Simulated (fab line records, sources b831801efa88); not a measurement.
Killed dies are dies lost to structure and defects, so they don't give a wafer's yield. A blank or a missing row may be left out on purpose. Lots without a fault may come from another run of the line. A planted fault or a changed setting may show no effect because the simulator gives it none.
A struck lot beside a sound one | flow sfq_line | 13 steps out of a route of 325
Sound: wafers L544.1, L544.2, L544.6. Struck: wafers L550.2, L550.4, L550.5. The cause comes at the end.
At each step with rows: each side's tool, then ch and its chambers, then its first start. Under that, the readings that differ: sound wafers | struck wafers | difference of the means | sigmas: that difference in standard deviations of wafers without a fault.
alike: readings whose means differ by less than 2 such deviations, and words and numbers that are the same on both sides. not compared: withheld readings, readings that some wafer has no value for, bounds like >300 that may hide the same value, and numbers for which the record gives no deviation and whose values overlap.
The two part at a step that has a row with sigmas, a row that says differs or no value, or rows on one side only. Numbers that don't overlap but have no deviation are shown without sigmas and don't part them. A reading that every wafer of one side lacks parts them only if that side has two wafers or more.

first, 6 steps without rows for these wafers: SFQ_TRILAYER_M2_LITHO_COAT_062 (resist thk 62 nm); SFQ_TRILAYER_M2_LITHO_COAT_057 (resist thk 600 nm); SFQ_TRILAYER_M2_LITHO_SOFTBAKE_061; SFQ_TRILAYER_M2_LITHO_EXPOSE_058 (exposes mask M2, target cd 500 nm); SFQ_TRILAYER_M2_LITHO_PEB_060 (peb time 60 s); SFQ_TRILAYER_M2_LITHO_DEVELOP_059 (time 60 s).
SFQ_M2_OVL_MEAS_916:
  sound on overlay-02, day 23 13:31; struck on overlay-01, day 30 21:50
  alike: M2_OVL
SFQ_TRILAYER_M2_BARC_OPEN_METAL_ETCH_077: etches BARC in O2, target depth 125 nm, time 41.7 s.
  sound on rie_metal-03 ch 1, day 23 13:34; struck on rie_metal-04 ch 0,1, day 30 21:52
  alike: drypump_motor_current_A, oes_product_au
  not compared: rf_hours_counter_h
SFQ_TRILAYER_M2_ETCH_METAL_ETCH_060: etches Nb in Cl2/Ar, stops on SiO2, target depth 240 nm, time 120 s.
  sound on rie_metal-03 ch 1, day 23 13:41; struck on rie_metal-04 ch 0,1, day 30 21:55
  alike: drypump_motor_current_A, oes_product_au
  not compared: rf_hours_counter_h
SFQ_TRILAYER_M2_STRIP_STRIP_061: strips in O2.
  sound on rie_metal-03 ch 1, day 23 13:56; struck on rie_metal-04 ch 0,1, day 30 22:02
  alike: drypump_motor_current_A, oes_product_au, platen_temp_c
  not compared: rf_hours_counter_h
then, 1 step without rows for these wafers: SFQ_TRILAYER_M2_STRIP_SOLV_CLEAN_062 (cleans in NMP, time 600 s).
SFQ_TRILAYER_I2_DEP_PECVD_063: deposits SiO2 from SiH4/N2O, time 111.11 s, target thk 500 nm.
  sound on pecvd-03 ch 1,2, day 23 15:18; struck on pecvd-03 ch 0,1, day 30 22:49
  reading                                             | sound             | struck            | difference | sigmas
  rf_fwd_power_W (W)                                  | 183.0 183.0 181.6 | 153.6 153.7 152.9 | -29.1      | -49
  model.SiO2_of_TRILAYER_I2_DEP_PECVD_063.thk_nm (nm) | 501.2 497.5 502.7 | 470.8 479.3 478   | -24.4      |
  alike: heater_power_w, throttle_valve_pct
SFQ_TRILAYER_I2_CMP_CMP_064: polishes SiO2.
  sound on cmp-02 ch 0,1,2, day 23 15:54; struck on cmp-02 ch 0,2,3, day 31 00:05
  reading                | sound       | struck      | difference | sigmas
  time_to_endpoint_s (s) | 222 216 231 | 203 206 201 | -20        | -3
  alike: motor_current_A, platen_rpm, retaining_ring_pressure_frac

WHERE THEY PART
First at SFQ_TRILAYER_I2_DEP_PECVD_063; last, within this record, at SFQ_TRILAYER_I2_CMP_CMP_064.

WHY: what the simulator had put in
Process parameter drift: pecvd-03, from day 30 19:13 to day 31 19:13, at SFQ_TRILAYER_I2_DEP_PECVD_063. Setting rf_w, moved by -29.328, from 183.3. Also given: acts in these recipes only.
